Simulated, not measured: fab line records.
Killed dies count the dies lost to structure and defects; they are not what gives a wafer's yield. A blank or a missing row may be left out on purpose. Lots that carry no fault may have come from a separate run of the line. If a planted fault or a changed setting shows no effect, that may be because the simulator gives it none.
fab line records | flow gf180mcu | part 1 of 2: steps 1 to 25 of 34
[record] lots = 5 | wafers = 15 | last_day = 33
route steps=602 shown V1@349 M2@362 V2@382
lots with no fault: from the same line, run without faults
start_h: hours from the record's first day to the start of the lot's first wafer shown | wait_h: hours elapsed since this lot's preceding step | " the same as in the row above | L1.1+2: several wafers, shown together as one row | - no value present, or no start provided | * or withheld: withheld | < > ~ a bound
route shown NAME@n: NAME is a module with steps in the file, n the number in the route of the first one | usual: the fault-free wafers' mean and standard deviation | same: alike in all rows | chamber/n: place in a boat | sites: the reading at each site | _std_site: standard deviation of those values | _edge_site: outer sites' mean less inner sites' | radius_mm: how far each site lies from the wafer's centre | mask NAME#n: copy n | behind: tool/chamber where the wafer was last shaped | hold: what put the lot on hold/how long, in hours/how the hold closed | device: the n, p or np transistor that did not switch | end of line: the same wafers' tests at the end of the route | where a step has no rows: the recipe by itself | killed: count of dies lost to structure and defects at first sort (not the wafer's yield) | map: per-die view of a wafer (x killed, . not killed, _ where there is no die)
set.NAME: the run value of the setting; set.NAME@STEP: its run value at that earlier step | model.NAME: the simulator's own value behind a step, which no gauge read
a table for each step, a row for each wafer; lots at some steps of the route
services: the hour from which a tool's chamber was out of use, counted from the record's first day as start_h (under 0 if before that day), plus the number of hours and why
[[steps]]
[step GF_V1_CD_MEAS_14]
[recipe] target_cd_nm = 260
[usual] cd_nm = 259.7/1.1
lot.wafer | tool      | chamber | start_h | wait_h | cd_nm
L077.1    | cd_sem-02 | -       | 446.20  | 0.1    | 259.5
L077.2    | "         | -       | "       | "      | 258.6
L077.4    | "         | -       | "       | "      | 259.7
L078.3    | cd_sem-01 | -       | 455.44  | 0.1    | 260.1
L078.4    | "         | -       | "       | "      | 259.4
L078.5    | "         | -       | "       | "      | 259.0
L081.1    | cd_sem-02 | -       | 472.43  | 0.1    | 260.1
L081.4    | "         | -       | "       | "      | 259.7
L081.5    | "         | -       | "       | "      | 260.1
L083.2    | cd_sem-02 | -       | 495.30  | 0.1    | 260.1
L083.3    | "         | -       | "       | "      | 261.0
L083.4    | "         | -       | "       | "      | 260.9
L090.1    | cd_sem-01 | -       | 554.79  | 0.1    | 259.9
L090.4    | "         | -       | "       | "      | 258.7
L090.5    | "         | -       | "       | "      | 260.2
[step GF_V1_OVL_MEAS_15]
[usual] V1_OVL = 1/5.9
lot.wafer | tool       | chamber | start_h | wait_h | V1_OVL[nm]
L077.1    | overlay-02 | -       | 446.32  | 0.1    | 1
L077.2    | "          | -       | "       | "      | 2
L077.4    | "          | -       | "       | "      | 0
L078.3    | overlay-02 | -       | 455.54  | 0.1    | -1
L078.4    | "          | -       | "       | "      | 0
L078.5    | "          | -       | "       | "      | 9
L081.1    | overlay-02 | -       | 472.55  | 0.1    | -1
L081.4    | "          | -       | "       | "      | -1
L081.5    | "          | -       | "       | "      | 0
L083.2    | overlay-01 | -       | 495.41  | 0.1    | 8
L083.3    | "          | -       | "       | "      | 2
L083.4    | "          | -       | "       | "      | 1
L090.1    | overlay-02 | -       | 554.91  | 0.1    | 8
L090.4    | "          | -       | "       | "      | 9
L090.5    | "          | -       | "       | "      | 8
[step GF_V1_ETCH_16]
[recipe] chemistry = N2/H2 | target_depth_a = withheld | overetch_a = withheld | time_s = withheld | target = BARC | ion_energy_ev = 200 | source_w = 500 | bias_w = 100 | pressure_mtorr = 30 | n2_flow_sccm = 100 | h2_flow_sccm = 200
[usual] drypump_motor_current_A = 5.7/0.38 | oes_product_au = 0.855/0.0044 | throttle_valve_pct = 13.225/0.0093
lot.wafer | tool        | chamber | start_h | wait_h | drypump_motor_current_A | oes_product_au | throttle_valve_pct
L077.1    | rie_diel-02 | 0       | 446.36  | 0.0    | 5.7                     | 0.854          | 13.233
L077.2    | "           | 2       | "       | "      | 5.8                     | 0.852          | 13.222
L077.4    | "           | 3       | "       | "      | 5.7                     | 0.861          | 13.227
L078.3    | rie_diel-02 | 0       | 455.56  | 0.0    | 5.7                     | 0.858          | 13.232
L078.4    | "           | 1       | "       | "      | 6.0                     | 0.850          | 13.221
L078.5    | "           | 1       | "       | "      | 6.0                     | 0.861          | 13.207
L081.1    | rie_diel-02 | 0       | 472.59  | 0.0    | 5.6                     | 0.861          | 13.218
L081.4    | "           | 3       | "       | "      | 5.7                     | 0.864          | 13.234
L081.5    | "           | 0       | "       | "      | 5.7                     | 0.849          | 13.234
L083.2    | rie_diel-03 | 3       | 495.44  | 0.0    | 6.2                     | 0.860          | 13.230
L083.3    | "           | 1       | "       | "      | 4.6                     | 0.855          | 13.220
L083.4    | "           | 2       | "       | "      | 5.5                     | 0.846          | 13.224
L090.1    | rie_diel-04 | 1       | 554.94  | 0.0    | 5.9                     | 0.855          | 13.219
L090.4    | "           | 2       | "       | "      | 5.8                     | 0.851          | 13.221
L090.5    | "           | 2       | "       | "      | 5.8                     | 0.852          | 13.223
[step GF_V1_ETCH_17]
[recipe] chemistry = C4F8/O2/Ar | mask_material = KrF | target = SiO2 | stop_on = TiN | source_w = 1500 | bias_w = 1200 | pressure_mtorr = 40 | c4f8_flow_sccm = withheld | O2_flow_sccm = 6 | Ar_flow_sccm = 300 | time_s = withheld | target_depth_a = 6300
[usual] oes_product_au = 0.856/0.0048
lot.wafer | tool        | chamber | start_h | wait_h | oes_product_au
L077.1    | rie_diel-02 | 0       | -       | -      | 0.863
L077.2    | "           | 2       | "       | "      | 0.860
L077.4    | "           | 3       | "       | "      | 0.854
L078.3    | rie_diel-02 | 0       | -       | -      | 0.853
L078.4    | "           | 1       | "       | "      | 0.861
L078.5    | "           | 1       | "       | "      | 0.855
L081.1    | rie_diel-02 | 0       | -       | -      | 0.850
L081.4    | "           | 3       | "       | "      | 0.860
L081.5    | "           | 0       | "       | "      | 0.855
L083.2    | rie_diel-03 | 3       | -       | -      | 0.854
L083.3    | "           | 1       | "       | "      | 0.849
L083.4    | "           | 2       | "       | "      | 0.857
L090.1    | rie_diel-04 | 1       | -       | -      | 0.857
L090.4    | "           | 2       | "       | "      | 0.861
L090.5    | "           | 2       | "       | "      | 0.845
[step GF_V1_STRIP_18]
[recipe] chemistry = O2/N2 | power_w = 1400 | pressure_mtorr = 1500 | platen_temp_c = 250 | o2_flow_sccm = 3000 | n2_flow_sccm = 300 | overash_fraction = 0.5
[usual] drypump_motor_current_A = 5.7/0.46 | heater_power_w = 363/31 | oes_product_au = 0.593/0.0049
lot.wafer | tool            | chamber | start_h | wait_h | drypump_motor_current_A | heater_power_w | oes_product_au | rf_hours_counter_h
L077.1    | plasma_asher-04 | 1       | 446.49  | -      | 5.8                     | 387            | 0.592          | 2
L077.2    | "               | 0       | "       | "      | 4.9                     | 339            | 0.592          | 2
L077.4    | "               | 0       | "       | "      | 4.9                     | 331            | 0.596          | -
L078.3    | plasma_asher-03 | 0       | 455.72  | -      | 6.2                     | 333            | 0.596          | -
L078.4    | "               | 1       | "       | "      | 5.9                     | 420            | 0.589          | -
L078.5    | "               | 1       | "       | "      | 5.9                     | 400            | 0.590          | -
L081.1    | plasma_asher-03 | 0       | 472.72  | -      | 6.1                     | 339            | 0.589          | 38
L081.4    | "               | 1       | "       | "      | 5.9                     | 414            | 0.591          | -
L081.5    | "               | 0       | "       | "      | 6.2                     | 338            | 0.591          | -
L083.2    | plasma_asher-03 | 0       | 495.57  | -      | 6.2                     | 333            | 0.589          | 40
L083.3    | "               | 0       | "       | "      | 6.2                     | 345            | 0.596          | -
L083.4    | "               | 1       | "       | "      | 5.9                     | 399            | 0.592          | -
L090.1    | plasma_asher-03 | 1       | 555.13  | -      | 6.0                     | 412            | 0.598          | 47
L090.4    | "               | 1       | "       | "      | 5.9                     | 410            | 0.593          | -
L090.5    | "               | 0       | "       | "      | 6.2                     | 335            | 0.591          | -
[step GF_V1_STRIP_19]
[recipe] chemistry = post_etch_residue_remover | time_s = 1200 | temp_c = 72.5
lot.wafer  | tool         | chamber | start_h | wait_h
L077.1+2+4 | wet_bench-02 | 3       | 446.59  | 0.1
L078.3+4+5 | wet_bench-02 | 0       | 455.79  | 0.0
L081.1+4+5 | wet_bench-02 | 3       | 472.82  | 0.1
L083.2+3+4 | wet_bench-01 | 0       | 495.67  | 0.1
L090.1+4+5 | wet_bench-02 | 0       | 555.23  | 0.1
[step GF_V1_CLEAN_20]
[recipe] chemistry = DIW | dry = n2_spin
lot.wafer  | tool         | chamber | start_h | wait_h
L077.1+2+4 | wet_bench-01 | 2       | 446.96  | 0.0
L078.3+4+5 | wet_bench-04 | 2       | 456.19  | 0.0
L081.1+4+5 | wet_bench-04 | 3       | 473.16  | 0.0
L083.2+3+4 | wet_bench-04 | 3       | 496.01  | 0.0
L090.1+4+5 | wet_bench-01 | 3       | 555.58  | 0.0
[step GF_V1_SPUTTER_21]
[recipe] material = Ti | target_thk_nm = 15 | chamber_pressure_pa = 5 | power_w = 2500 | substrate_temp_c = 200 | time_s = 80.02
[usual] throttle_valve_pct = 29.8/1.3
lot.wafer | tool           | chamber | start_h | wait_h | throttle_valve_pct
L077.1    | pvd_sputter-04 | -       | 447.05  | 0.0    | 32.4
L077.2    | "              | -       | "       | "      | 29.9
L077.4    | "              | -       | "       | "      | 29.7
L078.3    | pvd_sputter-04 | -       | 456.41  | 0.0    | 28.7
L078.4    | "              | -       | "       | "      | 29.6
L078.5    | "              | -       | "       | "      | 32.5
L081.1    | pvd_sputter-03 | -       | 473.36  | 0.0    | 30.1
L081.4    | "              | -       | "       | "      | 28.1
L081.5    | "              | -       | "       | "      | 28.3
L083.2    | pvd_sputter-04 | -       | 496.10  | 0.0    | 29.8
L083.3    | "              | -       | "       | "      | 32.3
L083.4    | "              | -       | "       | "      | 28.4
L090.1    | pvd_sputter-01 | -       | 555.69  | 0.0    | 28.4
L090.4    | "              | -       | "       | "      | 27.2
L090.5    | "              | -       | "       | "      | 30.2
[step GF_V1_SPUTTER_22]
[recipe] material = TiN | target_thk_nm = 10 | chamber_pressure_pa = 5 | power_w = 4000 | time_s = 40
[usual] throttle_valve_pct = 29.8/1.3
lot.wafer | tool           | chamber | start_h | wait_h | throttle_valve_pct
L077.1    | pvd_sputter-04 | -       | 447.11  | 0.0    | 32.4
L077.2    | "              | -       | "       | "      | 29.9
L077.4    | "              | -       | "       | "      | 29.8
L078.3    | pvd_sputter-04 | -       | 456.47  | 0.0    | 28.6
L078.4    | "              | -       | "       | "      | 29.8
L078.5    | "              | -       | "       | "      | 32.3
L081.1    | pvd_sputter-03 | -       | 473.42  | 0.0    | 29.7
L081.4    | "              | -       | "       | "      | 28.4
L081.5    | "              | -       | "       | "      | 28.1
L083.2    | pvd_sputter-04 | -       | 496.16  | 0.0    | 29.9
L083.3    | "              | -       | "       | "      | 32.4
L083.4    | "              | -       | "       | "      | 28.4
L090.1    | pvd_sputter-01 | -       | 555.75  | 0.0    | 28.8
L090.4    | "              | -       | "       | "      | 27.6
L090.5    | "              | -       | "       | "      | 30.3
[step GF_V1_CVD_23]
[recipe] material = W | target_thk_nm = 350 | time_s = 105.05 | temp_c = 400 | pressure_torr = 40
[usual] chamber_pressure_Torr = 39.98/0.087 | heater_power_w = 769/79
lot.wafer | tool     | chamber | start_h | wait_h | chamber_pressure_Torr | heater_power_w
L077.1    | cvd_w-02 | 0       | 447.15  | 0.0    | 39.88                 | 808
L077.2    | "        | 1       | "       | "      | 40.12                 | 661
L077.4    | "        | 1       | "       | "      | 39.99                 | 681
L078.3    | cvd_w-02 | 1       | 456.55  | 0.1    | 40.03                 | 691
L078.4    | "        | 0       | "       | "      | 40.13                 | 792
L078.5    | "        | 1       | "       | "      | 40.03                 | 662
L081.1    | cvd_w-02 | 0       | 473.46  | 0.0    | 40.10                 | 807
L081.4    | "        | 0       | "       | "      | 39.92                 | 807
L081.5    | "        | 1       | "       | "      | 39.95                 | 681
L083.2    | cvd_w-02 | 1       | 496.20  | 0.0    | 39.98                 | 673
L083.3    | "        | 0       | "       | "      | 39.97                 | 798
L083.4    | "        | 1       | "       | "      | 39.90                 | 663
L090.1    | cvd_w-02 | 1       | 555.79  | 0.0    | 40.06                 | 668
L090.4    | "        | 0       | "       | "      | 39.91                 | 809
L090.5    | "        | 0       | "       | "      | 39.90                 | 815
[step GF_V1_RS_MEAS_24]
[recipe] thk_meas_gauge = four-point-probe | reads = W_of_V1_CVD_23+TiN_of_V1_SPUTTER_22+Ti_of_V1_SPUTTER_21
[usual] V1_W_RS = 0.3314/0.003
lot.wafer | tool          | chamber | start_h | wait_h | V1_W_RS[ohm/sq]
L077.1    | film_metro-04 | -       | 447.27  | 0.1    | 0.3318
L077.2    | "             | -       | "       | "      | 0.3292
L077.4    | "             | -       | "       | "      | 0.3281
L078.3    | film_metro-04 | -       | 456.67  | 0.1    | 0.3290
L078.4    | "             | -       | "       | "      | 0.3341
L078.5    | "             | -       | "       | "      | 0.3328
L081.1    | film_metro-01 | -       | 473.57  | 0.1    | 0.3324
L081.4    | "             | -       | "       | "      | 0.3322
L081.5    | "             | -       | "       | "      | 0.3291
L083.2    | film_metro-02 | -       | 496.33  | 0.1    | 0.3309
L083.3    | "             | -       | "       | "      | 0.3262
L083.4    | "             | -       | "       | "      | 0.3286
L090.1    | film_metro-02 | -       | 555.90  | 0.1    | 0.3311
L090.4    | "             | -       | "       | "      | 0.3318
L090.5    | "             | -       | "       | "      | 0.3348
[step GF_V1_THK_MEAS_25]
[recipe] thk_meas_gauge = xrf | reads = W_of_V1_CVD_23
[usual] V1_W_THK = 351/4.4
lot.wafer | tool          | chamber | start_h | wait_h | V1_W_THK[nm]
L077.1    | film_metro-04 | -       | 447.39  | 0.1    | 350
L077.2    | "             | -       | "       | "      | 355
L077.4    | "             | -       | "       | "      | 357
L078.3    | film_metro-04 | -       | 456.77  | 0.1    | 354
L078.4    | "             | -       | "       | "      | 348
L078.5    | "             | -       | "       | "      | 349
L081.1    | film_metro-01 | -       | 473.69  | 0.1    | 356
L081.4    | "             | -       | "       | "      | 358
L081.5    | "             | -       | "       | "      | 359
L083.2    | film_metro-02 | -       | 496.44  | 0.1    | 349
L083.3    | "             | -       | "       | "      | 356
L083.4    | "             | -       | "       | "      | 352
L090.1    | film_metro-02 | -       | 556.02  | 0.1    | 346
L090.4    | "             | -       | "       | "      | 345
L090.5    | "             | -       | "       | "      | 343
[step GF_V1_CMP_26]
[recipe] stop_on = SiO2 | down_force_psi = 3.5 | platen_rpm = 60 | t_overpolish_s = 15 | target_thk_nm = 0 | pad_velocity_m_s = 0.94248
[usual] motor_current_A = 11.2/1.5 | overpolish_run_s = 15.000/0.0085 | retaining_ring_pressure_frac = 1.000/0.0049 | slurry_flow_ml_min = 150.0/0.49 | time_to_endpoint_s = 83/4
lot.wafer | tool   | chamber | start_h | wait_h | motor_current_A | overpolish_run_s | retaining_ring_pressure_frac | slurry_flow_ml_min | time_to_endpoint_s
L077.2    | cmp-02 | 3       | 447.45  | 0.0    | 13.8            | 15.004           | 0.996                        | 149.1              | 84
L077.1    | "      | 1       | "       | "      | 12.4            | 15.012           | 1.002                        | 150.0              | 82
L077.4    | "      | 2       | "       | "      | 9.7             | 15.005           | 1.004                        | 149.3              | 81
L078.4    | cmp-02 | 1       | 456.81  | 0.0    | 12.3            | 14.996           | 1.002                        | 150.0              | 81
L078.3    | "      | 3       | "       | "      | 14.3            | 14.993           | 0.998                        | 149.6              | 81
L078.5    | "      | 1       | "       | "      | 12.7            | 15.002           | 1.008                        | 150.4              | 82
L081.1    | cmp-02 | 3       | 473.85  | 0.1    | 13.8            | 15.010           | 1.004                        | 150.1              | 77
L081.4    | "      | 0       | "       | "      | 9.5             | 14.994           | 1.008                        | 150.0              | 76
L081.5    | "      | 1       | "       | "      | 11.9            | 15.004           | 1.002                        | 149.2              | 80
L083.3    | cmp-01 | 0       | 496.60  | 0.1    | 9.7             | 15.012           | 0.996                        | 150.7              | 86
L083.2    | "      | 1       | "       | "      | 11.1            | 15.012           | 0.998                        | 150.5              | 90
L083.4    | "      | 2       | "       | "      | 10.6            | 15.008           | 1.003                        | 149.7              | 89
L090.1    | cmp-02 | 2       | 556.08  | 0.1    | 10.4            | 14.998           | 0.990                        | 149.5              | 81
L090.4    | "      | 0       | "       | "      | 9.5             | 14.994           | 0.999                        | 150.0              | 81
L090.5    | "      | 2       | "       | "      | 10.5            | 15.000           | 0.995                        | 149.6              | 80
[step GF_M2_SPUTTER_00]
[recipe] material = Ti | target_thk_nm = 37.5 | arriving_ion_energy_ev = 80 | substrate_temp_c = 200 | chamber_pressure_pa = 2 | power_w = 4000 | time_s = 150
[usual] throttle_valve_pct = 29.5/1.5
lot.wafer | tool           | chamber | start_h | wait_h | throttle_valve_pct
L077.1    | pvd_sputter-02 | -       | 447.75  | 0.1    | 28.4
L077.2    | "              | -       | "       | "      | 28.2
L077.4    | "              | -       | "       | "      | 29.6
L078.3    | pvd_sputter-01 | -       | 457.11  | 0.1    | 31.5
L078.4    | "              | -       | "       | "      | 28.5
L078.5    | "              | -       | "       | "      | 27.4
L081.1    | pvd_sputter-01 | -       | 474.05  | 0.1    | 28.4
L081.4    | "              | -       | "       | "      | 27.4
L081.5    | "              | -       | "       | "      | 27.4
L083.2    | pvd_sputter-01 | -       | 496.85  | 0.1    | 27.5
L083.3    | "              | -       | "       | "      | 30.3
L083.4    | "              | -       | "       | "      | 28.8
L090.1    | pvd_sputter-02 | -       | 556.38  | 0.2    | 28.0
L090.4    | "              | -       | "       | "      | 30.0
L090.5    | "              | -       | "       | "      | 29.6
[step GF_M2_SPUTTER_01]
[recipe] material = TiN | target_thk_nm = 30 | power_w = 6500 | time_s = 25 | chamber_pressure_pa = 0.4
[usual] throttle_valve_pct = 29.5/1.4
lot.wafer | tool           | chamber | start_h | wait_h | throttle_valve_pct
L077.1    | pvd_sputter-02 | -       | 447.85  | 0.1    | 28.0
L077.2    | "              | -       | "       | "      | 28.4
L077.4    | "              | -       | "       | "      | 29.7
L078.3    | pvd_sputter-01 | -       | 457.21  | 0.1    | 31.3
L078.4    | "              | -       | "       | "      | 28.6
L078.5    | "              | -       | "       | "      | 27.6
L081.1    | pvd_sputter-01 | -       | 474.15  | 0.1    | 28.5
L081.4    | "              | -       | "       | "      | 27.4
L081.5    | "              | -       | "       | "      | 27.5
L083.2    | pvd_sputter-01 | -       | 496.95  | 0.1    | 27.6
L083.3    | "              | -       | "       | "      | 30.4
L083.4    | "              | -       | "       | "      | 28.7
L090.1    | pvd_sputter-02 | -       | 556.48  | 0.1    | 28.2
L090.4    | "              | -       | "       | "      | 29.7
L090.5    | "              | -       | "       | "      | 29.6
[step GF_M2_SPUTTER_02]
[recipe] material = AlCu | target_thk_nm = 450 | power_w = 10600 | time_s = 23.9 | chamber_pressure_pa = 0.4
[usual] throttle_valve_pct = 29.5/1.5
lot.wafer | tool           | chamber | start_h | wait_h | throttle_valve_pct
L077.1    | pvd_sputter-02 | -       | 447.88  | 0.0    | 28.2
L077.2    | "              | -       | "       | "      | 28.3
L077.4    | "              | -       | "       | "      | 29.5
L078.3    | pvd_sputter-01 | -       | 457.24  | 0.0    | 31.5
L078.4    | "              | -       | "       | "      | 28.6
L078.5    | "              | -       | "       | "      | 27.4
L081.1    | pvd_sputter-01 | -       | 474.18  | 0.0    | 28.5
L081.4    | "              | -       | "       | "      | 27.3
L081.5    | "              | -       | "       | "      | 27.6
L083.2    | pvd_sputter-01 | -       | 496.98  | 0.0    | 27.4
L083.3    | "              | -       | "       | "      | 30.4
L083.4    | "              | -       | "       | "      | 28.6
L090.1    | pvd_sputter-02 | -       | 556.51  | 0.0    | 28.6
L090.4    | "              | -       | "       | "      | 29.8
L090.5    | "              | -       | "       | "      | 29.6
[step GF_M2_SPUTTER_03]
[recipe] material = Ti | target_thk_nm = 10 | substrate_temp_c = 300 | chamber_pressure_pa = 0.3 | power_w = 3000 | time_s = 6.7
[usual] throttle_valve_pct = 29.5/1.5
lot.wafer | tool           | chamber | start_h | wait_h | throttle_valve_pct
L077.1    | pvd_sputter-02 | -       | 447.91  | 0.0    | 28.3
L077.2    | "              | -       | "       | "      | 28.3
L077.4    | "              | -       | "       | "      | 29.6
L078.3    | pvd_sputter-01 | -       | 457.27  | 0.0    | 31.4
L078.4    | "              | -       | "       | "      | 28.7
L078.5    | "              | -       | "       | "      | 27.4
L081.1    | pvd_sputter-01 | -       | 474.21  | 0.0    | 28.8
L081.4    | "              | -       | "       | "      | 27.4
L081.5    | "              | -       | "       | "      | 27.2
L083.2    | pvd_sputter-01 | -       | 497.01  | 0.0    | 27.6
L083.3    | "              | -       | "       | "      | 30.5
L083.4    | "              | -       | "       | "      | 28.6
L090.1    | pvd_sputter-02 | -       | 556.54  | 0.0    | 28.2
L090.4    | "              | -       | "       | "      | 29.7
L090.5    | "              | -       | "       | "      | 29.8
[step GF_M2_SPUTTER_04]
[recipe] material = TiN | target_thk_nm = 50 | power_w = 6500 | time_s = 41.7 | chamber_pressure_pa = 0.4
[usual] throttle_valve_pct = 29.5/1.5
lot.wafer | tool           | chamber | start_h | wait_h | throttle_valve_pct
L077.1    | pvd_sputter-02 | -       | 447.93  | 0.0    | 28.2
L077.2    | "              | -       | "       | "      | 28.2
L077.4    | "              | -       | "       | "      | 29.5
L078.3    | pvd_sputter-01 | -       | 457.29  | 0.0    | 31.6
L078.4    | "              | -       | "       | "      | 28.6
L078.5    | "              | -       | "       | "      | 27.5
L081.1    | pvd_sputter-01 | -       | 474.23  | 0.0    | 28.8
L081.4    | "              | -       | "       | "      | 27.6
L081.5    | "              | -       | "       | "      | 27.3
L083.2    | pvd_sputter-01 | -       | 497.03  | 0.0    | 27.4
L083.3    | "              | -       | "       | "      | 30.2
L083.4    | "              | -       | "       | "      | 28.8
L090.1    | pvd_sputter-02 | -       | 556.56  | 0.0    | 28.4
L090.4    | "              | -       | "       | "      | 29.6
L090.5    | "              | -       | "       | "      | 29.9
[step GF_M2_RS_MEAS_05]
[recipe] thk_meas_gauge = four-point-probe | reads = TiN_of_M2_SPUTTER_04+Ti_of_M2_SPUTTER_03+AlCu_of_M2_SPUTTER_02+TiN_of_M2_SPUTTER_01+Ti_of_M2_SPUTTER_00
[usual] M2_ALCU_RS = 0.0691/0.00064
lot.wafer | tool          | chamber | start_h | wait_h | M2_ALCU_RS[ohm/sq]
L077.1    | film_metro-01 | -       | 447.97  | 0.0    | 0.0685
L077.2    | "             | -       | "       | "      | 0.0688
L077.4    | "             | -       | "       | "      | 0.0693
L078.3    | film_metro-03 | -       | 457.37  | 0.1    | 0.0690
L078.4    | "             | -       | "       | "      | 0.0701
L078.5    | "             | -       | "       | "      | 0.0695
L081.1    | film_metro-03 | -       | 474.27  | 0.0    | 0.0700
L081.4    | "             | -       | "       | "      | 0.0703
L081.5    | "             | -       | "       | "      | 0.0698
L083.2    | film_metro-01 | -       | 497.09  | 0.0    | 0.0696
L083.3    | "             | -       | "       | "      | 0.0691
L083.4    | "             | -       | "       | "      | 0.0694
L090.1    | film_metro-03 | -       | 556.60  | 0.0    | 0.0685
L090.4    | "             | -       | "       | "      | 0.0691
L090.5    | "             | -       | "       | "      | 0.0692
[step GF_M2_THK_MEAS_06]
[recipe] thk_meas_gauge = xrf | reads = AlCu_of_M2_SPUTTER_02
[usual] M2_ALCU_THK = 447/4.6
lot.wafer | tool          | chamber | start_h | wait_h | M2_ALCU_THK[nm]
L077.1    | film_metro-01 | -       | 448.09  | 0.1    | 456
L077.2    | "             | -       | "       | "      | 455
L077.4    | "             | -       | "       | "      | 449
L078.3    | film_metro-03 | -       | 457.47  | 0.1    | 450
L078.4    | "             | -       | "       | "      | 440
L078.5    | "             | -       | "       | "      | 444
L081.1    | film_metro-03 | -       | 474.39  | 0.1    | 443
L081.4    | "             | -       | "       | "      | 441
L081.5    | "             | -       | "       | "      | 444
L083.2    | film_metro-01 | -       | 497.20  | 0.1    | 443
L083.3    | "             | -       | "       | "      | 445
L083.4    | "             | -       | "       | "      | 447
L090.1    | film_metro-03 | -       | 556.72  | 0.1    | 449
L090.4    | "             | -       | "       | "      | 444
L090.5    | "             | -       | "       | "      | 444
[step GF_M2_DEHYDRATE_07]
[recipe] temp_c = 200 | time_s = 60
[usual] chill_plate_temp_C = 23.03/0.1
lot.wafer | tool           | chamber | start_h | wait_h | chill_plate_temp_C
L077.1    | litho_track-01 | 0       | 459.39  | 11.3   | 23.00
L077.2    | "              | 0       | "       | "      | 22.99
L077.4    | "              | 0       | "       | "      | 23.01
L078.3    | litho_track-01 | 0       | 469.04  | 11.6   | 23.14
L078.4    | "              | 0       | "       | "      | 22.87
L078.5    | "              | 0       | "       | "      | 23.12
L081.1    | litho_track-01 | 0       | 485.74  | 11.3   | 23.17
L081.4    | "              | 0       | "       | "      | 23.15
L081.5    | "              | 0       | "       | "      | 22.98
L083.2    | litho_track-01 | 0       | 507.81  | 10.6   | 23.07
L083.3    | "              | 0       | "       | "      | 23.03
L083.4    | "              | 0       | "       | "      | 23.03
L090.1    | litho_track-03 | 0       | 567.02  | 10.3   | 23.05
L090.4    | "              | 0       | "       | "      | 23.01
L090.5    | "              | 0       | "       | "      | 22.95
[step GF_M2_HMDS_08]
[recipe] prime_time_s = 60 | prime_temp_c = 120
[usual] chill_plate_temp_C = 22.99/0.11
lot.wafer | tool           | chamber | start_h | wait_h | chill_plate_temp_C
L077.1    | litho_track-01 | 0       | 459.54  | 0.1    | 23.22
L077.2    | "              | 0       | "       | "      | 23.06
L077.4    | "              | 0       | "       | "      | 23.03
L078.3    | litho_track-01 | 0       | 469.19  | 0.1    | 23.20
L078.4    | "              | 0       | "       | "      | 23.08
L078.5    | "              | 0       | "       | "      | 23.10
L081.1    | litho_track-01 | 0       | 485.89  | 0.1    | 22.89
L081.4    | "              | 0       | "       | "      | 22.90
L081.5    | "              | 0       | "       | "      | 22.76
L083.2    | litho_track-01 | 0       | 507.96  | 0.1    | 23.00
L083.3    | "              | 0       | "       | "      | 22.86
L083.4    | "              | 0       | "       | "      | 22.84
L090.1    | litho_track-03 | 0       | 567.17  | 0.1    | 22.93
L090.4    | "              | 0       | "       | "      | 22.82
L090.5    | "              | 0       | "       | "      | 22.80
[step GF_M2_COAT_09]
[recipe] resist = KrF | spin_rpm = withheld | resist_thk_nm = 1000
[usual] chill_plate_temp_C = 22.99/0.12
lot.wafer | tool           | chamber | start_h | wait_h | chill_plate_temp_C
L077.1    | litho_track-01 | 0       | 459.69  | 0.1    | 22.98
L077.2    | "              | 0       | "       | "      | 22.98
L077.4    | "              | 0       | "       | "      | 22.94
L078.3    | litho_track-01 | 0       | 469.34  | 0.1    | 22.83
L078.4    | "              | 0       | "       | "      | 22.68
L078.5    | "              | 0       | "       | "      | 22.94
L081.1    | litho_track-01 | 0       | 486.04  | 0.1    | 23.16
L081.4    | "              | 0       | "       | "      | 23.16
L081.5    | "              | 0       | "       | "      | 23.17
L083.2    | litho_track-01 | 0       | 508.11  | 0.1    | 23.07
L083.3    | "              | 0       | "       | "      | 22.86
L083.4    | "              | 0       | "       | "      | 22.98
L090.1    | litho_track-03 | 0       | 567.32  | 0.1    | 22.97
L090.4    | "              | 0       | "       | "      | 23.01
L090.5    | "              | 0       | "       | "      | 23.02
[step GF_M2_SOFTBAKE_10]
[recipe] temp_c = 130 | time_s = 60 | resist = KrF
[usual] chill_plate_temp_C = 23.00/0.087
lot.wafer | tool           | chamber | start_h | wait_h | chill_plate_temp_C
L077.1    | litho_track-01 | 0       | 459.84  | 0.1    | 23.14
L077.2    | "              | 0       | "       | "      | 22.92
L077.4    | "              | 0       | "       | "      | 23.12
L078.3    | litho_track-01 | 0       | 469.49  | 0.1    | 23.04
L078.4    | "              | 0       | "       | "      | 22.88
L078.5    | "              | 0       | "       | "      | 22.94
L081.1    | litho_track-01 | 0       | 486.19  | 0.1    | 22.86
L081.4    | "              | 0       | "       | "      | 22.99
L081.5    | "              | 0       | "       | "      | 22.95
L083.2    | litho_track-01 | 0       | 508.26  | 0.1    | 23.08
L083.3    | "              | 0       | "       | "      | 22.97
L083.4    | "              | 0       | "       | "      | 23.06
L090.1    | litho_track-03 | 0       | 567.47  | 0.1    | 23.06
L090.4    | "              | 0       | "       | "      | 23.06
L090.5    | "              | 0       | "       | "      | 23.06
[step GF_M2_EXPOSE_11]
[recipe] mask_id = Metal2 | target_cd_nm = 280 | na = 0.68 | source_shape = conventional | sigma_outer = 0.6 | dose_mj = 28
[usual] exposure_dose_mJ_cm2 = 27.980/0.027
lot.wafer | tool           | chamber | start_h | wait_h | mask     | exposure_dose_mJ_cm2
L077.1    | krf_scanner-01 | 0       | -       | -      | Metal2#0 | 28.005
L077.2    | "              | 0       | "       | "      | Metal2#0 | 27.971
L077.4    | "              | 0       | "       | "      | Metal2#0 | 27.966
L078.3    | krf_scanner-02 | 0       | -       | -      | Metal2#0 | 27.940
L078.4    | "              | 0       | "       | "      | Metal2#0 | 28.000
L078.5    | "              | 0       | "       | "      | Metal2#0 | 27.974
L081.1    | krf_scanner-01 | 0       | -       | -      | Metal2#0 | 27.984
L081.4    | "              | 0       | "       | "      | Metal2#0 | 28.027
L081.5    | "              | 0       | "       | "      | Metal2#0 | 28.012
L083.2    | krf_scanner-02 | 0       | -       | -      | Metal2#0 | 27.975
L083.3    | "              | 0       | "       | "      | Metal2#0 | 27.968
L083.4    | "              | 0       | "       | "      | Metal2#0 | 27.968
L090.1    | krf_scanner-02 | 0       | -       | -      | Metal2#0 | 27.993
L090.4    | "              | 0       | "       | "      | Metal2#0 | 27.980
L090.5    | "              | 0       | "       | "      | Metal2#0 | 27.992
